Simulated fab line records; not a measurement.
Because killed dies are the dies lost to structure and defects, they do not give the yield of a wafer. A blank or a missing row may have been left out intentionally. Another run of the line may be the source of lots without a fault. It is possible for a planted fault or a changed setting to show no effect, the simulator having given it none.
Comparing a struck lot with a sound one / flow gf180mcu / 36 steps out of a route of 602
Sound: these wafers, L405.1, L405.4, L405.6. Struck: wafers L399.3, L399.4, L399.6. At the end, the cause is stated.
At each step with rows: each side's tool, then ch and its chambers, then its first start. Under that, the readings that differ: sound wafers / struck wafers / difference of the means / sigmas: that difference in standard deviations of wafers without a fault.
alike: words and numbers the same on both sides, and readings whose means are apart by under 2 such deviations; not compared: readings that were withheld, readings missing a value for some wafer, numbers with overlapping values and no deviation given by the record, and bounds like >300 which may hide the same value.
The two part at a step that has a row with sigmas, a row that says differs or no value, or rows on one side only. When numbers do not overlap yet have no deviation, they are printed without sigmas and do not part them. Lack of a reading on every wafer of one side parts them only where that side has two or more wafers.

first, 2 steps without rows for these wafers: GF_M2_PEB_12 (peb time 90 s); GF_M2_DEVELOP_13 (develop time 60 s).
GF_M2_CD_MEAS_14: the cd target is 280 nm.
  sound: cdSem-01 at day 25 14:50; struck: cdSem-02 at day 23 08:07
  alike: cdNm
GF_M2_OVL_MEAS_15:
  sound: overlay-02 at day 25 14:57; struck: overlay-02 at day 23 08:12
  alike: M2_OVL
then, 5 steps without rows for these wafers: GF_M2_METAL_ETCH_16 (etches the open film in Cl2/BCl3, stops on SiO2, target depth 750.8 nm, time 125.1 s); GF_M2_STRIP_17 (strips in O2/N2); GF_M2_STRIP_18 (strips in post etch residue remover, time 1200 s); GF_M2_CLEAN_19 (cleans in DIW); GF_V2_CVD_00 (deposits SiO2, target thk 600 nm, time 100 s).
GF_V2_THK_MEAS_01:
  sound: filmMetro-03 at day 25 15:51; struck: filmMetro-02 at day 23 09:01
  alike: V2_CVD_00_THK
then, 1 step without rows for these wafers: GF_V2_CVD_02 (deposits SiO2 from TEOS, target thk 850 nm, time 94.851 s).
GF_V2_THK_MEAS_03:
  sound: filmMetro-04 at day 25 15:59; struck: filmMetro-03 at day 23 09:09
  alike: V2_CVD_02_THK
GF_V2_CMP_04: polishes SiO2.
  sound on cmp-02 ch 0,2,3, day 25 16:20; struck on cmp-01 ch 0,1,3, day 23 09:11
reading=timeToEndpointS (s); sound=91 89 91; struck=63 65 61; difference=-27; sigmas=-5
reading=model.SiO2_of_V2_CVD_02.thkNm (nm); sound=635.1 633.3 634.6; struck=694.8 696.9 696.7; difference=+61.8; sigmas=
  alike: motorCurrentA, platenRpm
GF_V2_BOW_MEAS_05:
  sound: filmMetro-02 at day 25 16:32; struck: filmMetro-04 at day 23 09:32
  alike: V2_BOW
then, 8 steps without rows for these wafers: GF_V2_DEHYDRATE_06 (time 60 s); GF_V2_HMDS_07 (prime time 60 s); GF_V2_COAT_08; GF_V2_COAT_09 (resist thk 1000 nm); GF_V2_SOFTBAKE_10 (time 60 s); GF_V2_EXPOSE_11 (exposes mask Via2, target cd 260 nm); GF_V2_PEB_12 (peb time 90 s); GF_V2_DEVELOP_13 (develop time 60 s).
GF_V2_CD_MEAS_14: the cd target is 260 nm.
  sound: cdSem-02 at day 26 13:55; struck: cdSem-02 at day 24 08:14
  alike: cdNm
GF_V2_OVL_MEAS_15:
  sound: overlay-02 at day 26 14:02; struck: overlay-02 at day 24 08:20
  alike: V2_OVL
then, 1 step without rows for these wafers: GF_V2_ETCH_16 (etches BARC in N2/H2).
GF_V2_ETCH_17: etches SiO2 in C4F8/O2/Ar, stops on TiN, target depth 630 nm.
  sound on rieDiel-04 ch 2,3; struck on rieDiel-03 ch 1,2,3
reading=oesProductAu (a.u.); sound=0.854 0.857 0.861; struck=0.909 0.906 0.909; difference=+0.051; sigmas=+13
reading=model.etch.depthNm (nm); sound=635.1 633.3 634.6; struck=694.8 696.9 696.7; difference=+61.8; sigmas=
reading=model.V2.featureDepthNm (nm); sound=635.1 633.3 634.6; struck=694.8 696.9 696.7; difference=+61.8; sigmas=
GF_V2_STRIP_18: strips in O2/N2.
  sound on plasmaAsher-03 ch 0,1, day 26 14:12; struck on plasmaAsher-02 ch 0,1, day 24 08:31
  alike: drypumpMotorCurrentA, heaterPowerW, oesProductAu, platenTempC
  not compared: rfHoursCounterH
then, 2 steps without rows for these wafers: GF_V2_STRIP_19 (strips in post etch residue remover, time 1200 s); GF_V2_CLEAN_20 (cleans in DIW).
GF_V2_SPUTTER_21: material Ti, target thk 15 nm, time 80.02 s.
  sound: pvdSputter-03 at day 26 14:44; struck: pvdSputter-03 at day 24 09:04
  alike: throttleValvePct
GF_V2_SPUTTER_22: material TiN, target thk 10 nm, time 40 s.
  sound: pvdSputter-03 at day 26 14:49; struck: pvdSputter-03 at day 24 09:07
  alike: throttleValvePct
GF_V2_CVD_23: deposits W, target thk 350 nm, time 104.94 s.
  sound on cvdW-02 ch 0,1, day 26 14:50; struck on cvdW-02 ch 0,1, day 24 09:12
  alike: heaterPowerW
GF_V2_RS_MEAS_24: measurement is done with a four-point probe.
  sound: filmMetro-04 at day 26 14:58; struck: filmMetro-03 at day 24 09:19
  alike: V2_W_RS
GF_V2_THK_MEAS_25: measures by xrf.
  sound: filmMetro-04 at day 26 15:05; struck: filmMetro-03 at day 24 09:25
  alike: V2_W_THK
GF_V2_CMP_26: polishes, stops on SiO2, t overpolish 15 s, target thk 0 nm.
  sound on cmp-02 ch 0,1,3, day 26 15:14; struck on cmp-01 ch 2,3, day 24 09:27
reading=model.SiO2_of_V2_CVD_02.thkNm (nm); sound=631.3 629.6 630.8; struck=691 693.1 692.9; difference=+62; sigmas=
  alike: motorCurrentA, platenRpm
GF_M3_SPUTTER_00: material Ti, target thk 37.5 nm, time 150 s.
  sound: pvdSputter-02 at day 26 15:26; struck: pvdSputter-04 at day 24 09:45
  alike: throttleValvePct

== WHERE THEY PART ==
Earliest at GF_V2_CMP_04; latest, in this record, at GF_V2_ETCH_17. Later steps at which nothing parts them and some readings are alike: GF_V2_STRIP_18, GF_V2_SPUTTER_21, GF_V2_SPUTTER_22, GF_V2_CVD_23, GF_V2_RS_MEAS_24, GF_V2_THK_MEAS_25, GF_V2_CMP_26, GF_M3_SPUTTER_00.

WHY: whatever the simulator had introduced
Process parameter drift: cmp-01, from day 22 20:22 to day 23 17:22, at GF_V2_CMP_04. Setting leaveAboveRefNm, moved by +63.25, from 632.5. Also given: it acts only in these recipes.
